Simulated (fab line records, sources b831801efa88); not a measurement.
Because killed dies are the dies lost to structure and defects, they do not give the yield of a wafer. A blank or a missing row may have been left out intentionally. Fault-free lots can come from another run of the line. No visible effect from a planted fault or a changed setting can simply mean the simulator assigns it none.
The tool behind it: which one? || flow sky130 || 15 lots with 45 wafers sampled at 4 steps, on a route of 708 steps

## WHAT EACH GAUGE READ, for each wafer
Not one reading of a measure or inspect step in the record can be checked against a usual standard deviation.

## TOOL THAT RAN EACH LOT (tool first, then ch and the chambers of the sampled wafers, then the start)
{"lot": "L327", "SKY_CONTACT_ETCH_17": "rie diel-01 ch 1,3, day 31 08:43", "SKY_METAL1_DEVELOP_14": "litho track-04 ch 0, day 32 13:00", "SKY_METAL1_DESCUM_17": "rie metal-04 ch 0,1, day 32 13:44", "SKY_VIA1_CMP_02": "cmp-01 ch 0,3, day 32 14:50"}
{"lot": "L328", "SKY_CONTACT_ETCH_17": "rie diel-04 ch 1,2,3, day 31 23:14", "SKY_METAL1_DEVELOP_14": "litho track-02 ch 0, day 33 03:00", "SKY_METAL1_DESCUM_17": "rie metal-03 ch 0, day 33 04:03", "SKY_VIA1_CMP_02": "cmp-01 ch 1,2,3, day 33 05:07"}
{"lot": "L329", "SKY_CONTACT_ETCH_17": "rie diel-03 ch 0,2,3, day 33 14:56", "SKY_METAL1_DEVELOP_14": "litho track-04 ch 0, day 34 19:00", "SKY_METAL1_DESCUM_17": "rie metal-04 ch 1, day 34 19:52", "SKY_VIA1_CMP_02": "cmp-02 ch 0,2,3, day 34 21:01"}
{"lot": "L332", "SKY_CONTACT_ETCH_17": "rie diel-04 ch 1,2, day 34 08:49", "SKY_METAL1_DEVELOP_14": "litho track-03 ch 0, day 35 12:00", "SKY_METAL1_DESCUM_17": "rie metal-04 ch 1, day 35 13:16", "SKY_VIA1_CMP_02": "cmp-02 ch 1,3, day 35 14:27"}
{"lot": "L333", "SKY_CONTACT_ETCH_17": "rie diel-04 ch 0,3, day 34 17:08", "SKY_METAL1_DEVELOP_14": "litho track-04 ch 0, day 35 20:00", "SKY_METAL1_DESCUM_17": "rie metal-04 ch 0,1, day 35 20:35", "SKY_VIA1_CMP_02": "cmp-01 ch 0,1,3, day 35 21:39"}
{"lot": "L334", "SKY_CONTACT_ETCH_17": "rie diel-03 ch 0,2,3, day 34 20:46", "SKY_METAL1_DEVELOP_14": "litho track-02 ch 0, day 36 00:00", "SKY_METAL1_DESCUM_17": "rie metal-03 ch 0,1, day 36 00:58", "SKY_VIA1_CMP_02": "cmp-01 ch 0,2, day 36 01:56"}
{"lot": "L336", "SKY_CONTACT_ETCH_17": "rie diel-04 ch 0,2,3, day 35 02:20", "SKY_METAL1_DEVELOP_14": "litho track-04 ch 0, day 36 06:00", "SKY_METAL1_DESCUM_17": "rie metal-02 ch 0, day 36 06:28", "SKY_VIA1_CMP_02": "cmp-02 ch 0,1, day 36 07:37"}
{"lot": "L335", "SKY_CONTACT_ETCH_17": "rie diel-03 ch 0,1, day 35 02:31", "SKY_METAL1_DEVELOP_14": "litho track-04 ch 0, day 36 06:00", "SKY_METAL1_DESCUM_17": "rie metal-04 ch 0,1, day 36 06:48", "SKY_VIA1_CMP_02": "cmp-01 ch 0,3, day 36 07:46"}
{"lot": "L338", "SKY_CONTACT_ETCH_17": "rie diel-04 ch 1,2,3, day 35 18:04", "SKY_METAL1_DEVELOP_14": "litho track-04 ch 0, day 36 21:00", "SKY_METAL1_DESCUM_17": "rie metal-02 ch 1, day 36 21:20", "SKY_VIA1_CMP_02": "cmp-01 ch 2,3, day 36 22:31"}
{"lot": "L341", "SKY_CONTACT_ETCH_17": "rie diel-04 ch 0,2, day 36 12:17", "SKY_METAL1_DEVELOP_14": "litho track-04 ch 0, day 37 15:00", "SKY_METAL1_DESCUM_17": "rie metal-04 ch 0,1, day 37 15:32", "SKY_VIA1_CMP_02": "cmp-02 ch 0,1,2, day 37 16:38"}
{"lot": "L342", "SKY_CONTACT_ETCH_17": "rie diel-04 ch 0,3, day 36 19:08", "SKY_METAL1_DEVELOP_14": "litho track-02 ch 0, day 37 22:00", "SKY_METAL1_DESCUM_17": "rie metal-03 ch 0,1, day 37 23:00", "SKY_VIA1_CMP_02": "cmp-02 ch 0,1,3, day 37 23:57"}
{"lot": "L343", "SKY_CONTACT_ETCH_17": "rie diel-03 ch 0,1,2, day 36 21:52", "SKY_METAL1_DEVELOP_14": "litho track-04, day 38 00:00", "SKY_METAL1_DESCUM_17": "rie metal-02 ch 0,1, day 38 00:56", "SKY_VIA1_CMP_02": "-"}
{"lot": "L344", "SKY_CONTACT_ETCH_17": "rie diel-04 ch 0,1,3, day 37 06:26", "SKY_METAL1_DEVELOP_14": "litho track-02, day 38 09:00", "SKY_METAL1_DESCUM_17": "rie metal-04 ch 0, day 38 09:54", "SKY_VIA1_CMP_02": "-"}
{"lot": "L345", "SKY_CONTACT_ETCH_17": "rie diel-03 ch 0,1,2, day 37 11:28", "SKY_METAL1_DEVELOP_14": "litho track-02, day 38 14:00", "SKY_METAL1_DESCUM_17": "rie metal-04 ch 0,1, day 38 15:18", "SKY_VIA1_CMP_02": "-"}
{"lot": "L349", "SKY_CONTACT_ETCH_17": "rie diel-03 ch 0,1,3, day 38 18:49", "SKY_METAL1_DEVELOP_14": "litho track-03 ch 0, day 39 20:00", "SKY_METAL1_DESCUM_17": "rie metal-02 ch 0, day 39 21:01", "SKY_VIA1_CMP_02": "cmp-02 ch 0,2,3, day 39 22:15"}
- SKY_CONTACT_ETCH_17: etches SiO2 in C4F8/O2/Ar, stops on Si3N4, target depth 340 nm.
- SKY_METAL1_DEVELOP_14: develop time 60 s.
- SKY_METAL1_DESCUM_17: chemistry O2, time 8 s.
- SKY_VIA1_CMP_02: polishes SiO2.

## WHAT THE TOOLS THEMSELVES READ (means of the sampled wafers that have a number; where no wafer has one, the mark that the record gives instead)
SKY_CONTACT_ETCH_17.
{"lot": "L327", "tool": "rie diel-01", "bias w (W)": 1202, "oes product au (a.u.)": 0.891}
{"lot": "L328", "tool": "rie diel-04", "bias w (W)": 1200, "oes product au (a.u.)": 0.889}
{"lot": "L329", "tool": "rie diel-03", "bias w (W)": 1202, "oes product au (a.u.)": 0.888}
{"lot": "L332", "tool": "rie diel-04", "bias w (W)": 1200, "oes product au (a.u.)": 0.893}
{"lot": "L333", "tool": "rie diel-04", "bias w (W)": 1199, "oes product au (a.u.)": 0.891}
{"lot": "L334", "tool": "rie diel-03", "bias w (W)": 1201, "oes product au (a.u.)": 0.893}
{"lot": "L336", "tool": "rie diel-04", "bias w (W)": 1198, "oes product au (a.u.)": 0.890}
{"lot": "L335", "tool": "rie diel-03", "bias w (W)": 1197, "oes product au (a.u.)": 0.888}
{"lot": "L338", "tool": "rie diel-04", "bias w (W)": 1203, "oes product au (a.u.)": 0.891}
{"lot": "L341", "tool": "rie diel-04", "bias w (W)": 1203, "oes product au (a.u.)": 0.890}
{"lot": "L342", "tool": "rie diel-04", "bias w (W)": 1199, "oes product au (a.u.)": 0.890}
{"lot": "L343", "tool": "rie diel-03", "bias w (W)": 1200, "oes product au (a.u.)": 0.895}
{"lot": "L344", "tool": "rie diel-04", "bias w (W)": 1199, "oes product au (a.u.)": 0.891}
{"lot": "L345", "tool": "rie diel-03", "bias w (W)": 1206, "oes product au (a.u.)": 0.895}
{"lot": "L349", "tool": "rie diel-03", "bias w (W)": 1199, "oes product au (a.u.)": 0.889}

SKY_METAL1_DEVELOP_14.
{"lot": "L327", "tool": "litho track-04", "chill plate temp C (C)": 23.03}
{"lot": "L328", "tool": "litho track-02", "chill plate temp C (C)": 22.97}
{"lot": "L329", "tool": "litho track-04", "chill plate temp C (C)": 22.95}
{"lot": "L332", "tool": "litho track-03", "chill plate temp C (C)": 22.99}
{"lot": "L333", "tool": "litho track-04", "chill plate temp C (C)": 22.92}
{"lot": "L334", "tool": "litho track-02", "chill plate temp C (C)": 23.11}
{"lot": "L336", "tool": "litho track-04", "chill plate temp C (C)": 22.95}
{"lot": "L335", "tool": "litho track-04", "chill plate temp C (C)": 23.02}
{"lot": "L338", "tool": "litho track-04", "chill plate temp C (C)": 22.90}
{"lot": "L341", "tool": "litho track-04", "chill plate temp C (C)": 22.83}
{"lot": "L342", "tool": "litho track-02", "chill plate temp C (C)": 23.10}
{"lot": "L343", "tool": "litho track-04", "chill plate temp C (C)": "-"}
{"lot": "L344", "tool": "litho track-02", "chill plate temp C (C)": "-"}
{"lot": "L345", "tool": "litho track-02", "chill plate temp C (C)": "-"}
{"lot": "L349", "tool": "litho track-03", "chill plate temp C (C)": 23.01}

SKY_METAL1_DESCUM_17.
{"lot": "L327", "tool": "rie metal-04", "drypump motor current A (A)": 5.7, "oes product au (a.u.)": 0.996}
{"lot": "L328", "tool": "rie metal-03", "drypump motor current A (A)": 4.7, "oes product au (a.u.)": 1.007}
{"lot": "L329", "tool": "rie metal-04", "drypump motor current A (A)": 5.3, "oes product au (a.u.)": 1.002}
{"lot": "L332", "tool": "rie metal-04", "drypump motor current A (A)": 5.3, "oes product au (a.u.)": 0.998}
{"lot": "L333", "tool": "rie metal-04", "drypump motor current A (A)": 5.4, "oes product au (a.u.)": 1.007}
{"lot": "L334", "tool": "rie metal-03", "drypump motor current A (A)": 5.1, "oes product au (a.u.)": 0.999}
{"lot": "L336", "tool": "rie metal-02", "drypump motor current A (A)": 5.5, "oes product au (a.u.)": 1.008}
{"lot": "L335", "tool": "rie metal-04", "drypump motor current A (A)": 5.5, "oes product au (a.u.)": 1.006}
{"lot": "L338", "tool": "rie metal-02", "drypump motor current A (A)": 5.7, "oes product au (a.u.)": 1.012}
{"lot": "L341", "tool": "rie metal-04", "drypump motor current A (A)": 5.5, "oes product au (a.u.)": 0.998}
{"lot": "L342", "tool": "rie metal-03", "drypump motor current A (A)": 5.0, "oes product au (a.u.)": 1.006}
{"lot": "L343", "tool": "rie metal-02", "drypump motor current A (A)": 5.5, "oes product au (a.u.)": 1.005}
{"lot": "L344", "tool": "rie metal-04", "drypump motor current A (A)": 5.9, "oes product au (a.u.)": 1.003}
{"lot": "L345", "tool": "rie metal-04", "drypump motor current A (A)": 5.7, "oes product au (a.u.)": 1.007}
{"lot": "L349", "tool": "rie metal-02", "drypump motor current A (A)": 5.5, "oes product au (a.u.)": 1.002}

SKY_VIA1_CMP_02.
{"lot": "L327", "tool": "cmp-01", "motor current A (A)": 11.5}
{"lot": "L328", "tool": "cmp-01", "motor current A (A)": 10.7}
{"lot": "L329", "tool": "cmp-02", "motor current A (A)": 11.7}
{"lot": "L332", "tool": "cmp-02", "motor current A (A)": 11.2}
{"lot": "L333", "tool": "cmp-01", "motor current A (A)": 12.2}
{"lot": "L334", "tool": "cmp-01", "motor current A (A)": 10.3}
{"lot": "L336", "tool": "cmp-02", "motor current A (A)": 10.9}
{"lot": "L335", "tool": "cmp-01", "motor current A (A)": 12.1}
{"lot": "L338", "tool": "cmp-01", "motor current A (A)": 10.7}
{"lot": "L341", "tool": "cmp-02", "motor current A (A)": 11.2}
{"lot": "L342", "tool": "cmp-02", "motor current A (A)": 10.9}
{"lot": "L349", "tool": "cmp-02", "motor current A (A)": 11.2}

## THE ANSWER, worked out from the rows above alone
Rule: what is usual is taken from the lots themselves. The widest of any qualifying gaps counts: lots, ordered by their means at a reading, are off when they make up no more than a third of the lots, leave a main group of 4 or more, and stand apart from it by 3 or more times the standard deviation of that group's means. The tables above print the reading to a certain number of digits; a main group whose means all agree to those digits is not used. A lot without any number at a reading at which 4 lots or more have one is off too. Where the step has rows for the other lots, those lots are counted as sound. After the gauges, taken in route order, come the tools' own readings; for these a lot's mean is taken, as printed above. The first step at which some lot is off is used, and at that step the reading that is off furthest; a lot without a number counts as furthest.
Off: L343, L344, L345, at SKY_METAL1_DEVELOP_14 (chill plate temp C). Without a number there: L343, L344, L345. Main group: mean 22.98 C, sd 0.077.
A tool fits if, at that step or a process step before it, it ran every lot that is off, and no sound lot after the first of them. Not one of the candidates tried fits.

## WHAT THE SIMULATOR PUT IN
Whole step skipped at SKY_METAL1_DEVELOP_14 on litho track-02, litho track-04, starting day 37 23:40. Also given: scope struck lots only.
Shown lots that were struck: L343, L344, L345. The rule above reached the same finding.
